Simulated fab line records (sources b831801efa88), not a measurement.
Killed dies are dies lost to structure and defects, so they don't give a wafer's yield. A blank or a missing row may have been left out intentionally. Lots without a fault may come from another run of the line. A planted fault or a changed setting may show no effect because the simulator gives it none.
Comparing a struck lot with a sound one | flow sky130 | 16 out of 708 route steps
Sound: wafers L719.2, L719.3, L719.4. Struck: wafer L727.2. (L727.3, L727.4 of the same lot were not struck and are left out.) The cause comes at the end.
For every step that has rows: the tool of each side, followed by ch and its chambers, followed by its first start. Under that, the readings that differ: sound wafers | struck wafers | difference of the means | sigmas: that difference in standard deviations of wafers without a fault.
alike: readings whose means differ by less than 2 such deviations, and words and numbers that are the same on both sides. not compared: withheld readings, readings that some wafer has no value for, bounds like >300 that may hide the same value, and numbers for which the record gives no deviation and whose values overlap.
A row with sigmas, a row that says differs or no value, or rows on one side alone: a step with any of these is where the two part. When numbers do not overlap yet have no deviation, they are printed without sigmas and do not part them. A reading that every wafer of one side lacks parts them only if that side has two wafers or more.

first, 1 step without rows for these wafers: SKY_POLY_CUT_DEVELOP_07 (develop time 60 s).
SKY_POLY_CUT_CD_MEAS_08 targets a cd of 270 nm.
  struck on cd sem-01, day 30 12:10; sound on cd sem-02, day 27 23:47
  alike: cd nm
SKY_POLY_CUT_OVL_MEAS_09:
  struck on overlay-02, day 30 12:17; sound on overlay-02, day 27 23:54
  alike: POLY_CUT_OVL
SKY_POLY_CUT_ETCH_10: etches BARC in N2/H2, stops on SiO2, time 45.9 s, target depth 60 nm.
  sound on rie diel-01 ch 1,2,3, day 27 23:56; struck on rie diel-01 ch 1, day 30 12:19
  alike: bias w, drypump motor current A, n2 flow sccm, oes product au, throttle valve pct
  not compared: rf hours counter h
SKY_POLY_CUT_ETCH_11: etches Si3N4 in CF4/CH2F2/Ar, stops on poly-Si, time 42.5 s, target depth 60 nm.
  sound on rie diel-01 ch 1,2,3, day 27 23:58; struck on rie diel-01 ch 1, day 30 12:21
  alike: bias w, drypump motor current A, oes product au, throttle valve pct
  not compared: rf hours counter h
SKY_POLY_CUT_STRIP_12: strips in O2/N2.
  sound on plasma asher-02 ch 0,1, day 28 00:01; struck on plasma asher-03 ch 0, day 30 12:23
  reading                     | sound       | struck | difference | sigmas
  drypump motor current A (A) | 4.9 5.6 4.9 | 6.4    | +1.3       | +3
  alike: n2 flow sccm, oes product au, strip time to endpoint s
  not compared: rf hours counter h
then, 6 steps without rows for these wafers: SKY_SD_P_DEHYDRATE_00 (time 60 s); SKY_SD_P_HMDS_01 (prime time 60 s); SKY_SD_P_COAT_02 (resist thk 1140 nm); SKY_SD_P_SOFTBAKE_03 (time 60 s); SKY_SD_P_EXPOSE_04 (exposes mask PSDM, target cd 380 nm); SKY_SD_P_PEB_05.
SKY_SD_P_DEVELOP_06: develop time 60 s.
  sound on litho track-03 ch 0, day 29 04:33; struck on litho track-03 ch 0, day 31 16:00
  alike: resist line temp C
SKY_SD_P_CD_MEAS_07 targets a cd of 380 nm.
  struck on cd sem-01, day 31 16:08; sound on cd sem-01, day 29 04:41
  reading    | sound             | struck | difference | sigmas
  cd nm (nm) | 382.1 382.9 384.1 | 273.8  | -109.2     | -38
SKY_SD_P_OVL_MEAS_08:
  struck on overlay-02, day 31 16:15; sound on overlay-01, day 29 04:48
  alike: SD_P_OVL
after that, 1 step had no rows for these wafers: SKY_PAD_OPEN_PROBE_99.

## WHERE THEY PART
Earliest at SKY_POLY_CUT_STRIP_12; latest, in this record, at SKY_SD_P_CD_MEAS_07. Later steps at which nothing parts them and some readings are alike: SKY_SD_P_OVL_MEAS_08.

WHY: the cause the simulator had injected
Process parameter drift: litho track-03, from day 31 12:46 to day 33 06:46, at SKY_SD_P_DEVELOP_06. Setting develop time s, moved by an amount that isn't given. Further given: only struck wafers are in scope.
